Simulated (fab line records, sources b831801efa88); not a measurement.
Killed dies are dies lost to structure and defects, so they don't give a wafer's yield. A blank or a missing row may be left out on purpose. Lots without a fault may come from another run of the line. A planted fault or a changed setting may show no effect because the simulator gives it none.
A struck lot beside a sound one | flow sky130 | 14 steps out of a route of 708
Sound: wafers L847.2, L847.4, L847.6. Struck: wafers L851.3, L851.4, L851.6. The cause comes at the end.
At each step with rows: each side's tool, then ch and its chambers, then its first start. Under that, the readings that differ: sound wafers | struck wafers | difference of the means | sigmas: that difference in standard deviations of wafers without a fault.
alike: readings whose means differ by less than 2 such deviations, and words and numbers that are the same on both sides. not compared: withheld readings, readings that some wafer has no value for, bounds like >300 that may hide the same value, and numbers for which the record gives no deviation and whose values overlap.
The two part at a step that has a row with sigmas, a row that says differs or no value, or rows on one side only. Numbers that don't overlap but have no deviation are shown without sigmas and don't part them. A reading that every wafer of one side lacks parts them only if that side has two wafers or more.

SKY_METAL4_SPUTTER_03: material Ti, target thk 5 nm, time 3.3 s.
  sound on pvd_sputter-02, day 42 05:46; struck on pvd_sputter-02, day 43 01:05
  alike: throttle_valve_pct
SKY_METAL4_SPUTTER_04: material TiN, target thk 70 nm, time 58.3 s.
  sound on pvd_sputter-02, day 42 05:47; struck on pvd_sputter-02, day 43 01:07
  alike: throttle_valve_pct
SKY_CAP2M_CVD_00: deposits SiO2, target thk 15.5 nm.
  sound on pecvd-04 ch 0,2, day 42 05:50; struck on pecvd-04 ch 0,2, day 43 01:10
  alike: heater_power_w, susceptor_temp_C
SKY_CAP2M_THK_MEAS_01:
  sound on film_metro-02, day 42 05:52; struck on film_metro-03, day 43 01:13
  alike: CAP2M_CVD_00_THK
SKY_CAP2M_SPUTTER_02: material TiN, target thk 200 nm, time 166.7 s.
  sound on pvd_sputter-01, day 42 05:55; struck on pvd_sputter-01, day 43 01:15
  alike: susceptor_temp_C, throttle_valve_pct
SKY_CAP2M_RS_MEAS_03: measures by four-point-probe.
  sound on film_metro-01, day 42 06:03; struck on film_metro-03, day 43 01:24
  alike: CAP2M_TIN_RS
SKY_CAP2M_THK_MEAS_04: measures by xrf.
  sound on film_metro-01, day 42 06:10; struck on film_metro-03, day 43 01:30
  alike: CAP2M_TIN_THK
then, 5 steps without rows for these wafers: SKY_CAP2M_DEHYDRATE_05 (time 60 s); SKY_CAP2M_HMDS_06 (prime time 60 s); SKY_CAP2M_COAT_07 (resist thk 1140 nm); SKY_CAP2M_SOFTBAKE_08 (time 60 s); SKY_CAP2M_EXPOSE_09 (exposes mask CAP2M, target cd 1000 nm).
SKY_CAP2M_PEB_10:
  sound on litho_track-02 ch 0, day 43 05:05; struck on litho_track-02, day 43 23:40
  reading         | sound          | struck | difference                    | sigmas
  exhaust_pa (Pa) | 45.7 43.6 45.1 | - - -  | no value on the struck wafers |
  not compared: chill_plate_temp_C
then, 1 step without rows for these wafers: SKY_CAP2M_DEVELOP_11 (develop time 60 s).

WHERE THEY PART
Only at SKY_CAP2M_PEB_10, within this record.

WHY: what the simulator had put in
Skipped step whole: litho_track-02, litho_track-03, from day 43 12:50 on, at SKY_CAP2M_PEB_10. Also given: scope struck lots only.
